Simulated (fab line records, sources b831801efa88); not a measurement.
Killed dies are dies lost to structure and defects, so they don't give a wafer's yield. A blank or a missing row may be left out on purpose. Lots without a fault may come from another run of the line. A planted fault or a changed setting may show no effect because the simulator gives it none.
A struck lot beside a sound one | flow sky130 | 16 steps out of a route of 708
Sound: wafers L468.3, L468.4, L468.5. Struck: wafers L482.1, L482.3, L482.6. The cause comes at the end.
At each step with rows: each side's tool, then ch and its chambers, then its first start. Under that, the readings that differ: sound wafers | struck wafers | difference of the means | sigmas: that difference in standard deviations of wafers without a fault.
alike: readings whose means differ by less than 2 such deviations, and words and numbers that are the same on both sides. not compared: withheld readings, readings that some wafer has no value for, bounds like >300 that may hide the same value, and numbers for which the record gives no deviation and whose values overlap.
The two part at a step that has a row with sigmas, a row that says differs or no value, or rows on one side only. Numbers that don't overlap but have no deviation are shown without sigmas and don't part them. A reading that every wafer of one side lacks parts them only if that side has two wafers or more.

first, 1 step without rows for these wafers: SKY_POLY_CUT_DEVELOP_07 (develop time 60 s).
SKY_POLY_CUT_CD_MEAS_08: target cd 270 nm.
  sound on cd_sem-01, day 23 23:28; struck on cd_sem-01, day 29 04:19
  alike: cd_nm
SKY_POLY_CUT_OVL_MEAS_09:
  sound on overlay-01, day 23 23:34; struck on overlay-01, day 29 04:26
  alike: POLY_CUT_OVL
SKY_POLY_CUT_ETCH_10: etches BARC in N2/H2, stops on SiO2, time 45.9 s, target depth 60 nm.
  sound on rie_diel-04 ch 1,2, day 23 23:35; struck on rie_diel-02 ch 2,3, day 29 04:29
  alike: drypump_motor_current_A, oes_product_au, rf_fwd_power_W, throttle_valve_pct
  not compared: rf_hours_counter_h
SKY_POLY_CUT_ETCH_11: etches Si3N4 in CF4/CH2F2/Ar, stops on poly-Si, time 42.5 s, target depth 60 nm.
  sound on rie_diel-04 ch 1,2, day 23 23:38; struck on rie_diel-02 ch 2,3, day 29 04:31
  alike: drypump_motor_current_A, mfc_ar_sccm, oes_product_au, rf_fwd_power_W, throttle_valve_pct
  not compared: rf_hours_counter_h
SKY_POLY_CUT_STRIP_12: strips in O2/N2.
  sound on plasma_asher-04 ch 0,1, day 23 23:42; struck on plasma_asher-04 ch 0, day 29 04:34
  reading                      | sound             | struck            | difference | sigmas
  strip_time_to_endpoint_s (s) | 5.334 5.347 5.348 | 5.370 5.392 5.379 | +0.037     | +2
  alike: drypump_motor_current_A, oes_product_au
  not compared: rf_hours_counter_h
then, 6 steps without rows for these wafers: SKY_SD_P_DEHYDRATE_00 (time 60 s); SKY_SD_P_HMDS_01 (prime time 60 s); SKY_SD_P_COAT_02 (resist thk 1140 nm); SKY_SD_P_SOFTBAKE_03 (time 60 s); SKY_SD_P_EXPOSE_04 (exposes mask PSDM, target cd 380 nm); SKY_SD_P_PEB_05.
SKY_SD_P_DEVELOP_06: develop time 60 s.
  sound on litho_track-01 ch 0, day 25 04:36; struck on litho_track-01 ch 0, day 30 06:57
SKY_SD_P_CD_MEAS_07: target cd 380 nm.
  sound on cd_sem-02, day 25 04:44; struck on cd_sem-02, day 30 07:06
  reading    | sound             | struck            | difference | sigmas
  cd_nm (nm) | 380.9 381.4 383.0 | 267.1 266.8 263.7 | -115.9     | -50
SKY_SD_P_OVL_MEAS_08:
  sound on overlay-01, day 25 04:50; struck on overlay-02, day 30 07:13
  alike: SD_P_OVL
then, 1 step without rows for these wafers: SKY_PAD_OPEN_PROBE_99.

WHERE THEY PART
First at SKY_POLY_CUT_STRIP_12; last, within this record, at SKY_SD_P_CD_MEAS_07. Later steps at which nothing parts them and some readings are alike: SKY_SD_P_OVL_MEAS_08.

WHY: what the simulator had put in
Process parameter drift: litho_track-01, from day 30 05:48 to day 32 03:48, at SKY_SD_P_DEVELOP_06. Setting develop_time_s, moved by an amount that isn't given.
